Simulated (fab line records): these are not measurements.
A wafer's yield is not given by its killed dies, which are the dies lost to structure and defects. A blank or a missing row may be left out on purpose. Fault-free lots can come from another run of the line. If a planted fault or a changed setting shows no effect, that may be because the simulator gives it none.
Problem report, 8D (eight disciplines) form, completed by code || flow gf180mcu || the parts of the form that need people (team, actions taken, sign-off) are left out

1. THE PROBLEM
Mean HV_LDD_RS at GF_HV_LDD_RS_MEAS_53: 425.4 ohm/sq over 6 wafers in 2 lots; fault-free wafers: 417.8 ohm/sq, standard deviation 1.1. That is +6.9 standard deviations from the usual mean.
The step: measures by four-point-probe.
The first sign was on wafer L653.1 at day 15 21:40, on film_metro-01. The record holds 36 wafers of 12 lots with a number at this step. By rule, "out" or "out of limits" means more than 4 standard deviations away from the usual mean. Any other wafer with a number is counted as sound.

2. WHAT IT IS; WHAT IT IS NOT
{"question": "which readings at this step", "is": "HV_LDD_RS", "is not": "-"}
{"question": "which lots", "is": "L653, L655", "is not": "L647, L648, L650, L652, L654, L658, L662, L664, L665, L666"}
{"question": "which wafers of those lots", "is": "all that have a number", "is not": "-"}
{"question": "read on which gauges", "is": "film_metro-01, film_metro-04", "is not": "film_metro-02"}
{"question": "when", "is": "from day 15 21:40", "is not": "up to then (12 sound wafers); but 18 sound wafers of L654, L658, L662, L664, L665, L666 came after"}

3. SUSPECTS, AND WHAT RULES EACH OUT
Counting: any tool at a process step up to the reading is kept as a suspect provided that every lot that is out went through it and no sound lot did after the first of them.
- the gauge at GF_HV_LDD_RS_MEAS_53 has been ruled out. The wafers that are out were read on 2 gauges (film_metro-01, film_metro-04).
- implanter-03 at GF_HV_LDD_IMPLANT_34: ruled out as a lasting fault. After its first lot that is out, L653 (day 14 22:59), sound lots L666 ran on it.
Left after counting: nothing in the record.

4. THE CAUSE (what the simulator had put in)
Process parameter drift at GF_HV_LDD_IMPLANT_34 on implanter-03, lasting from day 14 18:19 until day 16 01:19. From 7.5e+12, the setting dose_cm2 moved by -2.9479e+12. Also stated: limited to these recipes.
Counting ruled it out, wrongly: the rule takes a fault to strike every lot that its tool runs from its start on, and this one did not.

5. THE EFFECT CHAIN, in route order
Rows list readings where the struck wafers' mean (over those with a number) sits beyond 3 standard deviations from the usual. Readings are gone through only where the record gives a usual standard deviation; hours: the median, over the lots, of the time from a lot's start at the first step in this table giving one to that lot's start at this step; sigmas: the change measured in usual standard deviations.
{"hours": 0, "step": "GF_HV_LDD_IMPLANT_34", "reading": "dose_ions_cm2", "usual": 7.501e+12, "on struck wafers": 4.552e+12, "change": -2.948e+12, "sigmas": "-99 or more"}
{"hours": 0, "step": "GF_HV_LDD_IMPLANT_34", "reading": "faraday_current_uA", "usual": 42.4, "on struck wafers": 25.9, "change": -16.5, "sigmas": -21}
{"hours": 1, "step": "GF_HV_LDD_TW_MEAS_38", "reading": "HV_LDD_3_TW", "usual": 1424, "on struck wafers": 1369, "change": -55, "sigmas": -3.4}
{"hours": 23, "step": "GF_HV_LDD_RS_MEAS_53", "reading": "HV_LDD_RS", "usual": "417.8 ohm/sq", "on struck wafers": 425.4, "change": "+7.6", "sigmas": "+6.9"}
It contains these process steps:
- GF_HV_LDD_IMPLANT_34
Later measuring or inspecting steps at which every struck wafer that the step has a row for has a number for every such reading, and none has moved that far: GF_V1_THK_MEAS_03.

6. WHAT WOULD HAVE CAUGHT IT SOONER
Counted from the fault's start at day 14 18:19, it took 27 hours until the first out-of-limits reading at a measuring or inspecting step in this record, taken at day 15 21:40.
Tool's own readings at GF_HV_LDD_IMPLANT_34, dose_ions_cm2, faraday_current_uA: out on all struck wafers the step has rows for; an alarm limit on them would have tripped on the first.
